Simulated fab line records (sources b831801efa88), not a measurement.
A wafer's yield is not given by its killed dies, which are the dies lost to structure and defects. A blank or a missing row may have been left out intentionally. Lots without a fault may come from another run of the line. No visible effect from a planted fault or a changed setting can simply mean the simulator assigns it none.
A struck lot beside a sound one + flow sfq-line + 14 out of 325 route steps
Sound: the wafers L787.1, L787.4, L787.6. Wafers struck: L784.1, L784.2, L784.4. The cause comes at the end.
Per side, at each step with rows, come the tool, then ch with its chambers, and then its first start. Under that, the readings that differ: sound wafers + struck wafers + difference of the means + sigmas: that difference in standard deviations of wafers without a fault.
alike: a reading whose means differ by less than 2 such deviations, as well as words and numbers matching on both sides. not compared: withheld readings; readings where some wafer has no value; bounds like >300 that might hide an equal value; numbers whose values overlap and for which the record gives no deviation.
Wherever a step has rows on one side only, a row that says differs or no value, or a row with sigmas, the two part there. Numbers that don't overlap but have no deviation are shown without sigmas and don't part them. A reading that every wafer of one side lacks parts them only if that side has two wafers or more.

SFQ_TRILAYER_M2_BARC_OPEN_METAL_ETCH_077: etches BARC in O2, target depth 125 nm, time 41.7 s.
  sound on rie-metal-01 ch 0, day 37 09:26; struck on rie-metal-01 ch 0,1, day 37 03:26
  alike: drypump-motor-current-A, oes-product-au
  not compared: rf-hours-counter-h
SFQ_TRILAYER_M2_ETCH_METAL_ETCH_060: etches Nb in Cl2/Ar, stops on SiO2, target depth 240 nm, time 120 s.
  sound on rie-metal-01 ch 0, day 37 09:29; struck on rie-metal-01 ch 0,1, day 37 03:29
  alike: drypump-motor-current-A, oes-product-au
  not compared: rf-hours-counter-h
SFQ_TRILAYER_M2_STRIP_STRIP_061: strips in O2.
  sound on rie-metal-01 ch 0, day 37 09:37; struck on rie-metal-01 ch 0,1, day 37 03:37
  alike: drypump-motor-current-A, oes-product-au
  not compared: rf-hours-counter-h
then, 1 step without rows for these wafers: SFQ_TRILAYER_M2_STRIP_SOLV_CLEAN_062 (cleans in NMP, time 600 s).
SFQ_TRILAYER_I2_DEP_PECVD_063: deposits SiO2 from SiH4/N2O, time 111.11 s, target thk 500 nm.
  sound on pecvd-02 ch 0,1,2, day 37 10:25; struck on pecvd-03 ch 0,1, day 37 04:23
  alike: heater-power-w, throttle-valve-pct
SFQ_TRILAYER_I2_CMP_CMP_064: polishes SiO2.
  sound on cmp-01 ch 0,1,3, day 38 09:35; struck on cmp-01 ch 0,1,2, day 38 00:35
  alike: motor-current-A, slurry-flow-ml-min, time-to-endpoint-s
SFQ_I2_BOW_MEAS_917:
  sound on film-metro-03 at day 38 12:05; struck on film-metro-02 at day 38 03:05
| reading     | sound       | struck  | difference | sigmas |
|-------------|-------------|---------|------------|--------|
| I2_BOW (um) | -15 -10 -20 | 20 17 6 | +29        | +3     |
then, 5 steps without rows for these wafers: SFQ_TRILAYER_I2_METRO_MEASURE_065; SFQ_TRILAYER_I2_VIA_LITHO_COAT_072 (resist thk 62 nm); SFQ_TRILAYER_I2_VIA_LITHO_COAT_067 (resist thk 650 nm); SFQ_TRILAYER_I2_VIA_LITHO_SOFTBAKE_071; SFQ_TRILAYER_I2_VIA_LITHO_EXPOSE_068 (exposes mask I2, target cd 500 nm).
-- the record jumps here: 5 days lie between the struck wafers' starts before and after --
SFQ_TRILAYER_I2_VIA_LITHO_PEB_070: peb time 60 s.
  struck on litho-track-04, day 43 08:28; sound on litho-track-04 ch 0, day 44 00:19
  no value came back on the struck wafers for chill-plate-temp-C (C), exhaust-pa (Pa); on the sound wafers chill-plate-temp-C (C) reads 23.13 23.10 22.92
then, 1 step without rows for these wafers: SFQ_TRILAYER_I2_VIA_LITHO_DEVELOP_069 (time 60 s).

== WHERE THEY PART ==
First at SFQ_I2_BOW_MEAS_917; last, within this record, at SFQ_TRILAYER_I2_VIA_LITHO_PEB_070.

WHY: whatever the simulator had introduced
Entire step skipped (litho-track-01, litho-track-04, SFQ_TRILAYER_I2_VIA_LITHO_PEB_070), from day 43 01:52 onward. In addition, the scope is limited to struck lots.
